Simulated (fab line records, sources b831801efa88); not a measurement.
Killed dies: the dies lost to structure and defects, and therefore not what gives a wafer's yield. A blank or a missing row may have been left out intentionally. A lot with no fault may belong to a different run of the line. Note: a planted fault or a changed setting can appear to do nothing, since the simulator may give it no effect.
Which tool did it? | flow sky130 | 6 lots with 17 wafers sampled at 2 steps, on a route of 708 steps

## WHAT THE GAUGES READ, wafer by wafer
SKY_FIELD_ISO_THK_MEAS_25.
lot  | measured    | on           | FIELD_ISO_CVD_24_THK (nm)
L796 | day 2 15:49 | filmMetro-03 | 593 598 594
L798 | day 3 00:33 | filmMetro-02 | 598 601 597
L800 | day 3 11:32 | filmMetro-02 | 593 602 599
L802 | day 3 21:13 | filmMetro-02 | 602 594 599
L804 | day 4 06:37 | filmMetro-01 | 797 796 798 795
L807 | day 5 00:05 | filmMetro-02 | 599 595 790 598 595 790

## WHAT TOOL EACH LOT RAN ON (gives the tool, then ch and the chambers of the sampled wafers, and finally the start)
lot  | SKY_FIELD_ISO_CVD_24
L796 | hdpcvd-01 ch 1,2, day 2 15:45
L798 | hdpcvd-01 ch 1,2, day 3 00:29
L800 | hdpcvd-02 ch 1,2, day 3 11:27
L802 | hdpcvd-02 ch 0,1,2, day 3 21:07
L804 | hdpcvd-02 ch 0, day 4 06:32
L807 | hdpcvd-02 ch 1,2, day 4 23:59
- SKY_FIELD_ISO_CVD_24: deposits SiO2, target thk 595 nm, time 99.2 s.

## THE ANSWER, worked out from the rows above alone
Rule: usual is defined by the lots themselves. The widest of any qualifying gaps counts: lots, ordered by their means at a reading, are off when they make up no more than a third of the lots, leave a main group of 4 or more, and stand apart from it by 3 or more times the standard deviation of that group's means. Not used: any main group whose means are identical at the precision the tables above print for the reading. Also off: a lot with no number at a reading for which 4 or more lots have one. The other lots that the step has rows for count as sound.
Off: L804, L807, seen at SKY_FIELD_ISO_THK_MEAS_25 (FIELD_ISO_CVD_24_THK). Mean 598 nm and standard deviation 1.5 in the main group.
A tool fits if, at a process step before that reading, it ran every lot that is off, and no sound lot after the first of them. Those tools and the gauges at SKY_FIELD_ISO_THK_MEAS_25 are tried in the same way. One candidate fits, namely hdpcvd-02 at SKY_FIELD_ISO_CVD_24. A fault onset in the window from L802 (day 3 21:07, its last sound lot) to L804 (day 4 06:32, its first lot off) fits.

## WHAT THE SIMULATOR HAD INSERTED
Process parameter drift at SKY_FIELD_ISO_CVD_24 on hdpcvd-02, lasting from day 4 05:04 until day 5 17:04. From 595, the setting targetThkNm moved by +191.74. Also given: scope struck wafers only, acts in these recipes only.
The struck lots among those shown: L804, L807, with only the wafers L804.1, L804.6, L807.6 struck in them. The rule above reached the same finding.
